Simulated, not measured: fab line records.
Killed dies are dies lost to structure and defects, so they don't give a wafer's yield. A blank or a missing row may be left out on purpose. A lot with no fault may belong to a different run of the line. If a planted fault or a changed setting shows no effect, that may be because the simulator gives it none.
Which tool was responsible? || flow sky130 || 13 lots, 38 wafers sampled, at 4 steps of a route of 708

WHAT THE GAUGES SHOWED, per wafer
SKY_NWELL_THK_MEAS_02.
{"lot": "L709", "measured": "day 2 14:17", "on": "film metro-04", "NWELL_OXIDATION_THK (nm)": "9.51 9.73 9.63"}
{"lot": "L710", "measured": "day 2 19:45", "on": "film metro-04", "NWELL_OXIDATION_THK (nm)": "10.07 9.94 10.08"}
{"lot": "L711", "measured": "day 3 00:03", "on": "film metro-04", "NWELL_OXIDATION_THK (nm)": "9.90 9.97 9.73"}
{"lot": "L714", "measured": "day 3 20:30", "on": "film metro-04", "NWELL_OXIDATION_THK (nm)": "10.08 10.19 10.11"}
{"lot": "L715", "measured": "day 4 06:23", "on": "film metro-03", "NWELL_OXIDATION_THK (nm)": "9.74 9.68 9.83"}
{"lot": "L716", "measured": "day 4 06:23", "on": "film metro-02", "NWELL_OXIDATION_THK (nm)": "9.94 9.99 10.00"}
{"lot": "L717", "measured": "day 4 11:48", "on": "film metro-02", "NWELL_OXIDATION_THK (nm)": "10.15 10.19 9.92"}
{"lot": "L718", "measured": "day 4 13:17", "on": "film metro-02", "NWELL_OXIDATION_THK (nm)": "10.14 10.05 9.88"}
{"lot": "L719", "measured": "day 4 17:22", "on": "film metro-03", "NWELL_OXIDATION_THK (nm)": "9.79 9.86 9.88"}
{"lot": "L722", "measured": "day 5 14:57", "on": "film metro-04", "NWELL_OXIDATION_THK (nm)": "9.96 9.83 9.90"}
{"lot": "L727", "measured": "day 6 10:22", "on": "film metro-04", "NWELL_OXIDATION_THK (nm)": "9.99 9.92 10.13"}
{"lot": "L729", "measured": "day 6 20:23", "on": "film metro-03", "NWELL_OXIDATION_THK (nm)": "10.36 10.42 10.34"}
{"lot": "L731", "measured": "day 7 05:26", "on": "film metro-02", "NWELL_OXIDATION_THK (nm)": "10.39 10.16"}

SKY_SD_P_CD_MEAS_07: target cd 380 nm.
{"lot": "L709", "measured": "day 25 07:47", "on": "cd sem-02", "cd nm (nm)": "381.1 380.7 380.0"}
{"lot": "L710", "measured": "day 26 01:04", "on": "cd sem-01", "cd nm (nm)": "377.5 378.7 378.3"}
{"lot": "L711", "measured": "day 26 04:31", "on": "cd sem-01", "cd nm (nm)": "378.0 378.4 374.3"}
{"lot": "L714", "measured": "day 27 20:03", "on": "cd sem-02", "cd nm (nm)": "380.5 379.2 381.9"}
{"lot": "L715", "measured": "day 28 08:19", "on": "cd sem-02", "cd nm (nm)": "379.6 381.3 380.8"}
{"lot": "L716", "measured": "day 28 06:08", "on": "cd sem-02", "cd nm (nm)": "381.5 382.4 384.8"}
{"lot": "L717", "measured": "day 28 16:07", "on": "cd sem-01", "cd nm (nm)": "384.9 381.7 383.2"}
{"lot": "L718", "measured": "day 28 17:50", "on": "cd sem-02", "cd nm (nm)": "378.5 377.4 377.1"}
{"lot": "L719", "measured": "day 29 04:40", "on": "cd sem-01", "cd nm (nm)": "383.8 384.2 382.7"}
{"lot": "L722", "measured": "day 30 08:46", "on": "cd sem-02", "cd nm (nm)": "380.9 380.1 382.2"}
{"lot": "L727", "measured": "day 31 16:07", "on": "cd sem-01", "cd nm (nm)": "275.4 376.5 379.1"}
{"lot": "L729", "measured": "day 32 06:48", "on": "cd sem-02", "cd nm (nm)": "382.0 383.2 380.7"}
{"lot": "L731", "measured": "day 33 01:46", "on": "cd sem-02", "cd nm (nm)": "276.3 378.8"}

EACH LOT AND THE TOOL THAT RAN IT (in order: tool; ch and the chambers of the sampled wafers; start)
{"lot": "L709", "SKY_LDD_N_STRIP_16": "plasma asher-04 ch 0,1, day 17 15:02", "SKY_SD_P_DEVELOP_06": "litho track-03 ch 0, day 25 07:39"}
{"lot": "L710", "SKY_LDD_N_STRIP_16": "plasma asher-04 ch 0,1, day 18 04:35", "SKY_SD_P_DEVELOP_06": "litho track-03 ch 0, day 26 00:55"}
{"lot": "L711", "SKY_LDD_N_STRIP_16": "plasma asher-01 ch 0,1, day 18 12:02", "SKY_SD_P_DEVELOP_06": "litho track-03 ch 0, day 26 04:22"}
{"lot": "L714", "SKY_LDD_N_STRIP_16": "plasma asher-01 ch 0, day 20 07:02", "SKY_SD_P_DEVELOP_06": "litho track-02 ch 0, day 27 19:54"}
{"lot": "L715", "SKY_LDD_N_STRIP_16": "plasma asher-01 ch 0,1, day 20 20:41", "SKY_SD_P_DEVELOP_06": "litho track-02 ch 0, day 28 08:10"}
{"lot": "L716", "SKY_LDD_N_STRIP_16": "plasma asher-04 ch 0,1, day 20 18:14", "SKY_SD_P_DEVELOP_06": "litho track-03 ch 0, day 28 06:00"}
{"lot": "L717", "SKY_LDD_N_STRIP_16": "plasma asher-01 ch 0,1, day 21 04:25", "SKY_SD_P_DEVELOP_06": "litho track-03 ch 0, day 28 15:58"}
{"lot": "L718", "SKY_LDD_N_STRIP_16": "plasma asher-04 ch 0,1, day 21 06:53", "SKY_SD_P_DEVELOP_06": "litho track-04 ch 0, day 28 17:42"}
{"lot": "L719", "SKY_LDD_N_STRIP_16": "plasma asher-01 ch 0,1, day 21 17:38", "SKY_SD_P_DEVELOP_06": "litho track-03 ch 0, day 29 04:31"}
{"lot": "L722", "SKY_LDD_N_STRIP_16": "plasma asher-04 ch 0,1, day 22 22:38", "SKY_SD_P_DEVELOP_06": "litho track-03 ch 0, day 30 08:37"}
{"lot": "L727", "SKY_LDD_N_STRIP_16": "plasma asher-01 ch 0,1, day 24 08:14", "SKY_SD_P_DEVELOP_06": "litho track-03 ch 0, day 31 15:58"}
{"lot": "L729", "SKY_LDD_N_STRIP_16": "plasma asher-01 ch 0,1, day 25 02:53", "SKY_SD_P_DEVELOP_06": "litho track-04 ch 0, day 32 06:40"}
{"lot": "L731", "SKY_LDD_N_STRIP_16": "plasma asher-04 ch 0,1, day 25 23:47", "SKY_SD_P_DEVELOP_06": "litho track-03 ch 0, day 33 01:37"}
- SKY_LDD_N_STRIP_16: strips in O2/N2.
- SKY_SD_P_DEVELOP_06: develop time 60 s.

WHAT THE TOOLS THEMSELVES READ (means of the sampled wafers that have a number; where no wafer has one, the mark that the record gives instead)
SKY_LDD_N_STRIP_16.
{"lot": "L709", "tool": "plasma asher-04", "drypump motor current A (A)": 5.7, "n2 flow sccm (sccm)": 300.6, "oes product au (a.u.)": 0.405, "strip time to endpoint s (s)": 4.296}
{"lot": "L710", "tool": "plasma asher-04", "drypump motor current A (A)": 5.7, "n2 flow sccm (sccm)": 299.4, "oes product au (a.u.)": 0.409, "strip time to endpoint s (s)": 4.315}
{"lot": "L711", "tool": "plasma asher-01", "drypump motor current A (A)": 5.4, "n2 flow sccm (sccm)": 300.0, "oes product au (a.u.)": 0.410, "strip time to endpoint s (s)": 4.317}
{"lot": "L714", "tool": "plasma asher-01", "drypump motor current A (A)": 5.2, "n2 flow sccm (sccm)": 301.1, "oes product au (a.u.)": 0.415, "strip time to endpoint s (s)": 4.330}
{"lot": "L715", "tool": "plasma asher-01", "drypump motor current A (A)": 5.3, "n2 flow sccm (sccm)": 298.5, "oes product au (a.u.)": 0.403, "strip time to endpoint s (s)": 4.309}
{"lot": "L716", "tool": "plasma asher-04", "drypump motor current A (A)": 5.7, "n2 flow sccm (sccm)": 300.0, "oes product au (a.u.)": 0.404, "strip time to endpoint s (s)": 4.313}
{"lot": "L717", "tool": "plasma asher-01", "drypump motor current A (A)": 5.3, "n2 flow sccm (sccm)": 300.4, "oes product au (a.u.)": 0.408, "strip time to endpoint s (s)": 4.327}
{"lot": "L718", "tool": "plasma asher-04", "drypump motor current A (A)": 5.7, "n2 flow sccm (sccm)": 299.9, "oes product au (a.u.)": 0.406, "strip time to endpoint s (s)": 4.301}
{"lot": "L719", "tool": "plasma asher-01", "drypump motor current A (A)": 5.3, "n2 flow sccm (sccm)": 299.9, "oes product au (a.u.)": 0.407, "strip time to endpoint s (s)": 4.299}
{"lot": "L722", "tool": "plasma asher-04", "drypump motor current A (A)": 5.7, "n2 flow sccm (sccm)": 300.3, "oes product au (a.u.)": 0.405, "strip time to endpoint s (s)": 4.324}
{"lot": "L727", "tool": "plasma asher-01", "drypump motor current A (A)": 5.4, "n2 flow sccm (sccm)": 300.2, "oes product au (a.u.)": 0.405, "strip time to endpoint s (s)": 4.327}
{"lot": "L729", "tool": "plasma asher-01", "drypump motor current A (A)": 5.4, "n2 flow sccm (sccm)": 300.8, "oes product au (a.u.)": 0.411, "strip time to endpoint s (s)": 4.310}
{"lot": "L731", "tool": "plasma asher-04", "drypump motor current A (A)": 5.7, "n2 flow sccm (sccm)": 299.8, "oes product au (a.u.)": 0.405, "strip time to endpoint s (s)": 4.303}

THE ANSWER, worked out from the rows above alone
Rule: the usual values come from the lots themselves. The widest of any qualifying gaps counts: lots, ordered by their means at a reading, are off when they make up no more than a third of the lots, leave a main group of 4 or more, and stand apart from it by 3 or more times the standard deviation of that group's means. Not used: any main group whose means are identical at the precision the tables above print for the reading. A lot without any number at a reading at which 4 lots or more have one is off too. Any other lot the step has rows for is counted as sound. After the gauges, taken in route order, come the tools' own readings; for these a lot's mean is taken, as printed above. At the first step where some lot is off, the reading lying furthest off is the one used; lots without a number count as furthest.
Off: L727, L731 (SKY_SD_P_CD_MEAS_07, cd nm). For the main group the mean is 380.7 nm and the standard deviation 2.2.
If a tool, at a process step before that reading, ran all the lots that are off and no sound lot after the first of them, it fits. Gauges at SKY_SD_P_CD_MEAS_07: tried the same way as those tools. One fits: SKY_SD_P_DEVELOP_06 on litho track-03. A fault onset in the window from L722 (day 30 08:37, its last sound lot) to L727 (day 31 15:58, its first lot off) fits.

WHAT WAS PUT IN BY THE SIMULATOR
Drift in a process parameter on litho track-03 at SKY_SD_P_DEVELOP_06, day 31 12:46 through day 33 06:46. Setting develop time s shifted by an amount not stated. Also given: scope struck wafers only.
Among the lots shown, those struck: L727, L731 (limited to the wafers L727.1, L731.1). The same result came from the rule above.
